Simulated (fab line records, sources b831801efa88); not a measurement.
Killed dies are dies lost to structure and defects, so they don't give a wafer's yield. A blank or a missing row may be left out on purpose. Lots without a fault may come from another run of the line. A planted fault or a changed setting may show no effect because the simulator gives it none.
fab line records | flow gf180mcu
record lots=24 wafers=72 last_day=34
route steps=602 shown V2@407 V4@494 MIM@504 TOP_METAL@582 PASSIVATION@589
lots that met no fault: from a run of the same line without faults
start_h: hours from the record's first day to the start of the lot's first wafer shown | wait_h: hours since the lot's step before | " the same as in the row above | L1.1+2: a row that stands for several wafers | - no value, or no start given | * or withheld: withheld | < > ~ a bound
route shown NAME@n: a module of which the file shows steps, and the number in the route of the first | usual: mean/standard deviation of fault-free wafers | same: alike in all rows | chamber/n: place in a boat | sites: the reading at each site | _std_site: their standard deviation | _edge_site: outer sites' mean less inner sites' | radius_mm: how far each site lies from the wafer's centre | mask NAME#n: copy n | behind: the tool/chamber that last shaped the wafer | hold: why the lot was held/for how many hours/how that ended | device: the transistor (n, p or np) that didn't switch | end of line: the same wafers' tests at the end of the route | a step without rows: its recipe alone | killed: dies lost to structure and defects at the first sort, not the wafer's yield | map: a wafer's dies, x killed, . not, _ none there
set.NAME: the setting as run; set.NAME@STEP: as run at that earlier step | model.NAME: the simulator's own value behind a step, which no gauge read
steps of the route over a sample of lots; a table a step, a row a wafer
services: from which hour (start_h, from the record's first day; less than 0 if before it) a tool's chamber was out of use, for how many hours, and why
## steps
# step GF_V2_THK_MEAS_25
# recipe thk_meas_gauge=xrf reads=W_of_V2_CVD_23
# usual V2_W_THK=341/4.1
# columns lot.wafer tool chamber start_h wait_h V2_W_THK[nm]
L074.1 film_metro-03 - 472.30 0.1 343
L074.2 " - " " 340
L074.5 " - " " 339
L075.2 film_metro-03 - 481.14 0.1 341
L075.3 " - " " 340
L075.4 " - " " 342
L076.1 film_metro-02 - 490.37 0.1 345
L076.3 " - " " 346
L076.5 " - " " 346
L077.1 film_metro-04 - 491.97 0.1 342
L077.2 " - " " 339
L077.4 " - " " 342
L078.3 film_metro-02 - 509.13 0.1 341
L078.5 " - " " 347
L078.6 " - " " 345
L079.2 film_metro-02 - 513.44 0.1 347
L079.4 " - " " 346
L079.6 " - " " 344
L080.3 film_metro-03 - 525.35 0.1 340
L080.5 " - " " 342
L080.6 " - " " 348
L081.2 film_metro-04 - 532.71 0.1 347
L081.3 " - " " 342
L081.6 " - " " 341
L082.1 film_metro-02 - 538.33 0.1 335
L082.2 " - " " 335
L082.5 " - " " 336
L083.4 film_metro-02 - 541.29 0.1 337
L083.5 " - " " 336
L083.6 " - " " 334
L084.1 film_metro-02 - 554.88 0.1 345
L084.3 " - " " 352
L084.5 " - " " 346
L085.1 film_metro-02 - 559.30 0.1 346
L085.3 " - " " 345
L085.5 " - " " 342
L086.1 film_metro-03 - 569.34 0.1 343
L086.3 " - " " 342
L086.4 " - " " 341
L087.2 film_metro-02 - 576.94 0.1 339
L087.4 " - " " 343
L087.6 " - " " 342
L088.1 film_metro-04 - 586.63 0.1 348
L088.4 " - " " 346
L088.6 " - " " 340
L089.2 film_metro-04 - 598.32 0.1 340
L089.3 " - " " 336
L089.4 " - " " 346
L090.1 film_metro-02 - 604.84 0.1 340
L090.4 " - " " 343
L090.6 " - " " 342
L091.3 film_metro-02 - 609.74 0.1 338
L091.5 " - " " 335
L091.6 " - " " 338
L092.1 film_metro-02 - 615.60 0.1 332
L092.3 " - " " 338
L092.4 " - " " 334
L093.2 film_metro-03 - 626.16 0.1 341
L093.3 " - " " 343
L093.4 " - " " 343
L094.1 film_metro-04 - 628.09 0.1 341
L094.2 " - " " 345
L094.5 " - " " 349
L095.2 film_metro-04 - 633.86 0.1 336
L095.3 " - " " 335
L095.6 " - " " 338
L096.1 film_metro-02 - 652.48 0.1 347
L096.4 " - " " 342
L096.6 " - " " 346
L097.2 film_metro-03 - 654.41 0.1 342
L097.5 " - " " 341
L097.6 " - " " 350
# step GF_V4_STRIP_18
# recipe chemistry=O2/N2 power_w=1400 pressure_mtorr=1500 platen_temp_c=250 o2_flow_sccm=3000 n2_flow_sccm=300 overash_fraction=0.5
# usual drypump_motor_current_A=5.8/0.38 heater_power_w=324/26 oes_product_au=0.593/0.0053
# columns lot.wafer tool chamber start_h wait_h drypump_motor_current_A heater_power_w oes_product_au rf_hours_counter_h
L074.1 plasma_asher-01 0 570.22 - 6.5 352 0.586 14
L074.2 " 1 " " 5.8 308 0.594 14
L074.5 " 1 " " 5.8 307 0.603 -
L075.2 plasma_asher-03 1 579.23 - 5.6 341 0.602 47
L075.3 " 1 " " 5.6 355 0.601 -
L075.4 " 0 " " 5.8 332 0.599 -
L076.1 plasma_asher-01 1 587.41 - 5.8 315 0.589 16
L076.3 " 1 " " 5.8 308 0.594 -
L076.5 " 0 " " 6.6 363 0.589 -
L077.1 plasma_asher-03 1 587.76 - 5.6 343 0.592 48
L077.2 " 0 " " 5.7 320 0.590 48
L077.4 " 1 " " 5.6 342 0.596 -
L078.3 plasma_asher-03 0 603.89 - 5.8 314 0.590 -
L078.5 " 1 " " 5.6 338 0.592 -
L078.6 " 0 " " 5.8 329 0.586 -
L079.2 plasma_asher-03 1 606.08 - 5.6 345 0.600 50
L079.4 " 1 " " 5.6 350 0.591 -
L079.6 " 0 " " 5.8 312 0.591 -
L080.3 plasma_asher-01 1 617.41 - 5.8 303 0.592 -
L080.5 " 1 " " 5.8 311 0.599 -
L080.6 " 0 " " 6.5 361 0.593 -
L081.2 plasma_asher-04 0 625.31 - 5.2 320 0.592 104
L081.3 " 1 " " 5.8 274 0.597 -
L081.6 " 1 " " 5.8 274 0.595 -
L082.1 plasma_asher-03 0 629.72 - 5.8 322 0.593 53
L082.2 " 1 " " 5.6 343 0.592 53
L082.5 " 0 " " 5.8 319 0.595 -
L083.4 plasma_asher-03 0 632.79 - 5.8 324 0.584 -
L083.5 " 0 " " 5.8 325 0.587 -
L083.6 " 1 " " 5.6 343 0.591 -
L084.1 plasma_asher-01 1 645.46 - 5.8 305 0.590 23
L084.3 " 1 " " 5.9 314 0.595 -
L084.5 " 1 " " 5.8 302 0.602 -
L085.1 plasma_asher-01 1 650.38 - 5.9 317 0.588 23
L085.3 " 1 " " 5.8 311 0.602 -
L085.5 " 1 " " 5.8 302 0.599 -
L086.1 plasma_asher-04 0 657.66 - 5.2 323 0.595 107
L086.3 " 0 " " 5.2 327 0.599 -
L086.4 " 1 " " 5.8 279 0.588 -
L087.2 plasma_asher-03 1 663.22 - 5.6 348 0.597 56
L087.4 " 1 " " 5.5 345 0.592 -
L087.6 " 0 " " 5.8 317 0.588 -
L088.1 plasma_asher-03 1 673.05 - 5.6 341 0.591 57
L088.4 " 0 " " 5.8 315 0.598 -
L088.6 " 0 " " 5.8 322 0.596 -
L089.2 plasma_asher-04 1 683.01 - 5.8 275 0.588 111
L089.3 " 0 " " 5.2 322 0.596 -
L089.4 " 1 " " 5.8 282 0.589 -
L090.1 plasma_asher-03 0 692.68 - 5.8 322 0.601 60
L090.4 " 0 " " 5.8 314 0.585 -
L090.6 " 0 " " 5.8 317 0.600 -
L091.3 plasma_asher-04 1 694.71 - 5.8 280 0.601 -
L091.5 " 0 " " 5.2 318 0.585 -
L091.6 " 1 " " 5.9 276 0.585 -
L092.1 plasma_asher-04 0 699.16 - 5.2 325 0.596 113
L092.3 " 1 " " 5.9 278 0.592 -
L092.4 " 0 " " 5.2 317 0.595 -
L093.2 plasma_asher-01 0 709.18 - 6.5 361 0.598 26
L093.3 " 1 " " 5.8 307 0.591 -
L093.4 " 0 " " 6.5 358 0.586 -
L094.1 plasma_asher-04 0 710.42 - 5.2 318 0.593 114
L094.2 " 1 " " 5.8 282 0.596 114
L094.5 " 1 " " 5.8 281 0.599 -
L095.2 plasma_asher-04 0 716.48 - 5.2 326 0.591 115
L095.3 " 1 " " 5.8 272 0.599 -
L095.6 " 0 " " 5.2 331 0.588 -
L096.1 plasma_asher-01 0 734.47 - 6.5 369 0.594 29
L096.4 " 1 " " 5.9 314 0.597 -
L096.6 " 1 " " 5.9 320 0.589 -
L097.2 plasma_asher-01 0 735.26 - 6.6 363 0.591 30
L097.5 " 1 " " 5.8 309 0.588 -
L097.6 " 0 " " 6.6 352 0.602 -
# step GF_MIM_SPUTTER_01
# recipe material=TiN target_thk_nm=30 power_w=6500 time_s=25 chamber_pressure_pa=0.4
# usual throttle_valve_pct=30.4/1
# columns lot.wafer tool chamber start_h wait_h throttle_valve_pct
L074.1 pvd_sputter-03 - 571.55 0.1 31.4
L074.2 " - " " 31.1
L074.5 " - " " 31.0
L075.2 pvd_sputter-03 - 580.63 0.1 29.8
L075.3 " - " " 31.4
L075.4 " - " " 30.8
L076.1 pvd_sputter-02 - 588.74 0.1 30.5
L076.3 " - " " 30.7
L076.5 " - " " 29.5
L077.1 pvd_sputter-01 - 589.12 0.1 31.7
L077.2 " - " " 28.0
L077.4 " - " " 29.6
L078.3 pvd_sputter-01 - 605.19 0.1 29.4
L078.5 " - " " 31.7
L078.6 " - " " 31.5
L079.2 pvd_sputter-01 - 607.51 0.1 31.3
L079.4 " - " " 31.6
L079.6 " - " " 29.7
L080.3 pvd_sputter-01 - 618.71 0.1 31.3
L080.5 " - " " 28.4
L080.6 " - " " 31.2
L081.2 pvd_sputter-03 - 626.68 0.1 30.5
L081.3 " - " " 31.3
L081.6 " - " " 31.1
L082.1 pvd_sputter-03 - 631.09 0.1 30.2
L082.2 " - " " 31.5
L082.5 " - " " 30.3
L083.4 pvd_sputter-03 - 634.09 0.1 30.8
L083.5 " - " " 29.5
L083.6 " - " " 30.8
L084.1 pvd_sputter-02 - 646.82 0.1 30.9
L084.3 " - " " 30.5
L084.5 " - " " 30.8
L085.1 pvd_sputter-01 - 651.71 0.1 28.5
L085.3 " - " " 31.6
L085.5 " - " " 31.2
L086.1 pvd_sputter-02 - 658.99 0.1 29.7
L086.3 " - " " 31.0
L086.4 " - " " 30.7
L087.2 pvd_sputter-01 - 664.54 0.1 31.6
L087.4 " - " " 31.3
L087.6 " - " " 29.5
L088.1 pvd_sputter-02 - 674.91 0.1 30.6
L088.4 " - " " 29.7
L088.6 " - " " 31.1
L089.2 pvd_sputter-03 - 684.37 0.1 30.8
L089.3 " - " " 30.5
L089.4 " - " " 31.0
L090.1 pvd_sputter-03 - 694.01 0.1 30.9
L090.4 " - " " 29.4
L090.6 " - " " 30.5
L091.3 pvd_sputter-01 - 696.01 0.1 31.7
L091.5 " - " " 28.5
L091.6 " - " " 31.4
L092.1 pvd_sputter-02 - 700.48 0.1 31.0
L092.3 " - " " 30.4
L092.4 " - " " 29.4
L093.2 pvd_sputter-01 - 710.56 0.1 31.5
L093.3 " - " " 31.5
L093.4 " - " " 28.1
L094.1 pvd_sputter-03 - 711.76 0.1 29.6
L094.2 " - " " 31.1
L094.5 " - " " 30.3
L095.2 pvd_sputter-01 - 717.84 0.1 28.0
L095.3 " - " " 31.4
L095.6 " - " " 31.3
L096.1 pvd_sputter-01 - 735.83 0.1 29.5
L096.4 " - " " 28.3
L096.6 " - " " 28.2
L097.2 pvd_sputter-02 - 736.58 0.1 30.9
L097.5 " - " " 30.6
L097.6 " - " " 30.8
# step GF_MIM_SPUTTER_03
# recipe material=Ti target_thk_nm=10 substrate_temp_c=300 chamber_pressure_pa=0.3 power_w=3000 time_s=6.7
# usual throttle_valve_pct=30.3/1
# columns lot.wafer tool chamber start_h wait_h throttle_valve_pct
L074.1 pvd_sputter-03 - 571.61 0.0 31.7
L074.2 " - " " 30.8
L074.5 " - " " 30.8
L075.2 pvd_sputter-03 - 580.69 0.0 29.7
L075.3 " - " " 31.5
L075.4 " - " " 30.9
L076.1 pvd_sputter-02 - 588.80 0.0 30.7
L076.3 " - " " 30.6
L076.5 " - " " 29.6
L077.1 pvd_sputter-01 - 589.18 0.0 31.2
L077.2 " - " " 28.2
L077.4 " - " " 29.4
L078.3 pvd_sputter-01 - 605.25 0.0 29.3
L078.5 " - " " 31.4
L078.6 " - " " 31.5
L079.2 pvd_sputter-01 - 607.58 0.0 31.6
L079.4 " - " " 31.3
L079.6 " - " " 29.4
L080.3 pvd_sputter-01 - 618.77 0.0 31.5
L080.5 " - " " 28.3
L080.6 " - " " 31.4
L081.2 pvd_sputter-03 - 626.74 0.0 30.5
L081.3 " - " " 31.6
L081.6 " - " " 30.6
L082.1 pvd_sputter-03 - 631.15 0.0 30.1
L082.2 " - " " 31.4
L082.5 " - " " 30.7
L083.4 pvd_sputter-03 - 634.15 0.0 30.9
L083.5 " - " " 29.5
L083.6 " - " " 31.0
L084.1 pvd_sputter-02 - 646.89 0.0 30.9
L084.3 " - " " 30.5
L084.5 " - " " 30.8
L085.1 pvd_sputter-01 - 651.77 0.0 28.4
L085.3 " - " " 32.0
L085.5 " - " " 31.3
L086.1 pvd_sputter-02 - 659.05 0.0 29.8
L086.3 " - " " 30.5
L086.4 " - " " 30.8
L087.2 pvd_sputter-01 - 664.60 0.0 31.3
L087.4 " - " " 31.6
L087.6 " - " " 29.2
L088.1 pvd_sputter-02 - 674.97 0.0 30.5
L088.4 " - " " 29.7
L088.6 " - " " 30.9
L089.2 pvd_sputter-03 - 684.43 0.0 30.9
L089.3 " - " " 30.5
L089.4 " - " " 31.2
L090.1 pvd_sputter-03 - 694.07 0.0 30.9
L090.4 " - " " 29.6
L090.6 " - " " 30.7
L091.3 pvd_sputter-01 - 696.07 0.0 31.7
L091.5 " - " " 28.2
L091.6 " - " " 31.5
L092.1 pvd_sputter-02 - 700.55 0.0 30.9
L092.3 " - " " 30.5
L092.4 " - " " 29.7
L093.2 pvd_sputter-01 - 710.62 0.0 31.5
L093.3 " - " " 31.3
L093.4 " - " " 28.1
L094.1 pvd_sputter-03 - 711.82 0.0 29.8
L094.2 " - " " 31.4
L094.5 " - " " 30.4
L095.2 pvd_sputter-01 - 717.90 0.0 28.2
L095.3 " - " " 31.5
L095.6 " - " " 31.4
L096.1 pvd_sputter-01 - 735.89 0.0 29.3
L096.4 " - " " 28.4
L096.6 " - " " 28.4
L097.2 pvd_sputter-02 - 736.65 0.0 30.7
L097.5 " - " " 30.4
L097.6 " - " " 31.0
# step GF_TOP_METAL_OVL_MEAS_15
# usual TOP_METAL_OVL=1.0/1.3
# columns lot.wafer tool chamber start_h wait_h TOP_METAL_OVL[nm]
L074.1 overlay-02 - 657.67 0.1 0.3
L074.2 " - " " 1.2
L074.5 " - " " 1.0
L075.2 overlay-02 - 666.15 0.1 1.8
L075.3 " - " " 0.3
L075.4 " - " " 0.2
L077.1 overlay-01 - 673.49 0.1 0.4
L077.2 " - " " -0.7
L077.4 " - " " -0.5
L076.1 overlay-01 - 673.79 0.1 2.4
L076.3 " - " " 2.4
L076.5 " - " " 2.6
L078.3 overlay-01 - 688.51 0.1 1.6
L078.5 " - " " 1.0
L078.6 " - " " -1.5
L079.2 overlay-01 - 690.12 0.1 0.2
L079.4 " - " " -0.6
L079.6 " - " " 1.4
L080.3 overlay-02 - 701.36 0.1 0.2
L080.5 " - " " 1.3
L080.6 " - " " 0.0
L081.2 overlay-01 - 712.20 0.1 3.2
L081.3 " - " " 3.1
L081.6 " - " " 3.9
L082.1 overlay-01 - 713.15 0.1 1.2
L082.2 " - " " 1.6
L082.5 " - " " 1.6
L083.4 overlay-01 - 715.08 0.1 0.6
L083.5 " - " " 0.1
L083.6 " - " " 0.2
L084.1 overlay-02 - 726.61 0.1 0.6
L084.3 " - " " -1.2
L084.5 " - " " 1.2
L085.1 overlay-01 - 729.39 0.1 -1.0
L085.3 " - " " 1.2
L085.5 " - " " -0.2
L086.1 overlay-02 - 738.00 0.1 0.0
L086.3 " - " " 0.6
L086.4 " - " " -0.2
L087.2 overlay-01 - 740.92 0.1 1.8
L087.4 " - " " 1.4
L087.6 " - " " 2.4
L088.1 overlay-01 - 751.61 0.1 1.9
L088.4 " - " " 2.8
L088.6 " - " " 2.7
L089.2 overlay-01 - 759.35 0.1 2.1
L089.3 " - " " 1.1
L089.4 " - " " 0.8
L090.1 overlay-01 - 767.34 0.1 1.4
L090.4 " - " " 1.5
L090.6 " - " " 1.2
L091.3 overlay-01 - 769.18 0.1 -0.6
L091.5 " - " " -1.2
L091.6 " - " " -0.9
L092.1 overlay-01 - 772.80 0.1 -0.2
L092.3 " - " " -0.2
L092.4 " - " " 1.5
L093.2 overlay-02 - 782.26 0.1 3.4
L093.3 " - " " 2.2
L093.4 " - " " 3.7
L094.1 overlay-02 - 783.49 0.1 1.0
L094.2 " - " " 0.5
L094.5 " - " " 0.9
L095.2 overlay-02 - 788.95 0.1 1.1
L095.3 " - " " 1.3
L095.6 " - " " 2.7
L096.1 overlay-01 - 803.24 0.1 1.3
L096.4 " - " " 0.2
L096.6 " - " " 1.5
L097.2 overlay-01 - 804.07 0.1 3.2
L097.5 " - " " 2.7
L097.6 " - " " 2.1
# step GF_PASSIVATION_CVD_02
# recipe material=Si3N4 target_thk_nm=700 time_s=486.18 temp_c=400 rf_w=450
# usual heater_power_w=658/110
# columns lot.wafer tool chamber start_h wait_h heater_power_w
L074.1 pecvd-03 2 658.76 0.1 540
L074.2 " 0 " " 701
L074.5 " 2 " " 558
L075.2 pecvd-03 2 667.24 0.0 554
L075.3 " 2 " " 451
L075.4 " 1 " " 737
L077.1 pecvd-02 0 674.39 0.1 711
L077.2 " 2 " " 581
L077.4 " 2 " " 464
L076.1 pecvd-01 1 674.70 0.1 734
L076.3 " 0 " " 651
L076.5 " 0 " " 669
L078.3 pecvd-02 1 689.39 0.0 661
L078.5 " 1 " " 689
L078.6 " 2 " " 567
L079.2 pecvd-03 1 691.05 0.0 709
L079.4 " 2 " " 522
L079.6 " 0 " " 554
L080.3 pecvd-03 2 702.25 0.0 491
L080.5 " 0 " " 688
L080.6 " 2 " " 541
L081.2 pecvd-02 1 713.09 0.0 708
L081.3 " 2 " " 491
L081.6 " 0 " " 749
L082.1 pecvd-02 0 714.05 0.1 828
L082.2 " 1 " " 682
L082.5 " 0 " " 856
L083.4 pecvd-03 1 716.11 0.2 666
L083.5 " 2 " " 577
L083.6 " 0 " " 724
L084.1 pecvd-02 2 727.86 0.1 545
L084.3 " 1 " " 721
L084.5 " 2 " " 576
L085.1 pecvd-02 2 730.42 0.1 489
L085.3 " 0 " " 823
L085.5 " 1 " " 686
L086.1 pecvd-02 2 739.09 0.1 557
L086.3 " 1 " " 697
L086.4 " 0 " " 701
L087.2 pecvd-03 1 741.81 0.0 649
L087.4 " 0 " " 643
L087.6 " 2 " " 446
L088.1 pecvd-03 1 752.51 0.1 749
L088.4 " 2 " " 499
L088.6 " 0 " " 636
L089.2 pecvd-01 1 760.24 0.0 620
L089.3 " 2 " " 919
L089.4 " 1 " " 671
L090.1 pecvd-02 2 768.24 0.1 560
L090.4 " 0 " " 873
L090.6 " 2 " " 470
L091.3 pecvd-01 2 770.06 0.0 901
L091.5 " 1 " " 747
L091.6 " 2 " " 761
L092.1 pecvd-02 2 773.70 0.1 559
L092.3 " 0 " " 804
L092.4 " 0 " " 846
L093.2 pecvd-02 1 783.16 0.0 644
L093.3 " 2 " " 537
L093.4 " 2 " " 558
L094.1 pecvd-03 0 784.42 0.1 690
L094.2 " 2 " " 562
L094.5 " 0 " " 689
L095.2 pecvd-01 0 789.87 0.0 710
L095.3 " 1 " " 753
L095.6 " 2 " " 876
L096.1 pecvd-02 1 804.14 0.1 666
L096.4 " 1 " " 697
L096.6 " 0 " " 816
L097.2 pecvd-02 0 805.05 0.0 799
L097.5 " 2 " " 528
L097.6 " 0 " " 825
## services
# columns tool chamber start_h hours kind
pecvd-03 1 557.36 4.0 repair
pecvd-01 - 557.57 2.8 pm
pvd_sputter-02 - 577.15 8.9 repair
pvd_sputter-01 3 589.84 - consumable_replace:kit
pecvd-01 - 591.12 14.0 pm
pecvd-01 1 592.97 16.6 repair
pecvd-01 1 633.62 10.6 repair
plasma_asher-03 - 640.98 6.1 repair
pecvd-03 0 653.19 5.1 repair
plasma_asher-01 - 653.50 15.6 pm
pecvd-03 0 663.28 4.8 repair
pecvd-03 0 674.89 15.1 repair
plasma_asher-01 - 678.09 14.6 pm
pvd_sputter-01 - 689.69 1.0 repair
plasma_asher-04 - 708.80 1.3 repair
pecvd-03 - 714.71 0.6 repair
plasma_asher-04 - 715.31 0.5 repair
plasma_asher-03 - 733.59 1.5 repair
plasma_asher-04 - 733.75 9.0 pm
pvd_sputter-02 - 736.99 4.6 repair
plasma_asher-04 - 743.78 2.5 repair
plasma_asher-01 - 783.07 4.3 pm
pecvd-02 - 786.48 5.2 repair
pecvd-01 - 791.42 0.3 repair
## key
fault none
